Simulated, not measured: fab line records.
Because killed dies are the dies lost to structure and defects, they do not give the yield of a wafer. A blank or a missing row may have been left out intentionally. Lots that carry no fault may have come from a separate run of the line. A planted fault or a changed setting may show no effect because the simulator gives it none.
The tool behind it: which one? :: flow sky130 :: 6 lots with 18 wafers sampled at 2 steps, on a route of 708 steps

== WHAT EACH GAUGE READ, for each wafer ==
SKY_NWELL_RS_MEAS_29: measures by four-point-probe.
lot: L558
measured: day 6 15:02
on: film metro-02
NWELL_RS (ohm/sq): 618.3 618.6 617.9

lot: L560
measured: day 7 01:32
on: film metro-02
NWELL_RS (ohm/sq): 617.7 619.2 618.3

lot: L563
measured: day 7 17:58
on: film metro-03
NWELL_RS (ohm/sq): 619.2 620.3 616.3

lot: L566
measured: day 8 13:10
on: film metro-01
NWELL_RS (ohm/sq): 619.7 616.3 618.9

lot: L573
measured: day 10 10:16
on: film metro-03
NWELL_RS (ohm/sq): 617.5 618.2 617.3

lot: L575
measured: day 11 00:22
on: film metro-01
NWELL_RS (ohm/sq): 618.4 618.3 619.3

== WHAT TOOL EACH LOT RAN ON (gives the tool, then ch and the chambers of the sampled wafers, and finally the start) ==
lot: L558
SKY_NWELL_STRIP_14: plasma asher-03 ch 0,1, day 5 19:35

lot: L560
SKY_NWELL_STRIP_14: plasma asher-02 ch 0,1, day 6 05:55

lot: L563
SKY_NWELL_STRIP_14: plasma asher-02 ch 0,1, day 6 22:28

lot: L566
SKY_NWELL_STRIP_14: plasma asher-03 ch 0,1, day 7 15:43

lot: L573
SKY_NWELL_STRIP_14: plasma asher-02 ch 0,1, day 9 11:19

lot: L575
SKY_NWELL_STRIP_14: plasma asher-03 ch 0,1, day 10 01:04
- SKY_NWELL_STRIP_14: strips in O2/N2.

== THE ANSWER, worked out from the rows above alone ==
Rule: what is usual is taken from the lots themselves. The widest of any qualifying gaps counts: lots, ordered by their means at a reading, are off when they make up no more than a third of the lots, leave a main group of 4 or more, and stand apart from it by 3 or more times the standard deviation of that group's means. If all means in a main group match to the digits the tables above print for the reading, that group is not used. Also off: a lot with no number at a reading for which 4 or more lots have one. All remaining lots with rows at the step are treated as sound.
Off: L573, seen at SKY_NWELL_RS_MEAS_29 (NWELL_RS). Mean 618.4 ohm/sq and standard deviation 0.16 in the main group.
If a tool, at a process step before that reading, ran all the lots that are off and no sound lot after the first of them, it fits. Those tools and the gauges at SKY_NWELL_RS_MEAS_29 are tried in the same way. Undecided on this evidence; 2 tools fit (plasma asher-02 at SKY_NWELL_STRIP_14, film metro-03 at SKY_NWELL_RS_MEAS_29).

== WHAT WAS PUT IN BY THE SIMULATOR ==
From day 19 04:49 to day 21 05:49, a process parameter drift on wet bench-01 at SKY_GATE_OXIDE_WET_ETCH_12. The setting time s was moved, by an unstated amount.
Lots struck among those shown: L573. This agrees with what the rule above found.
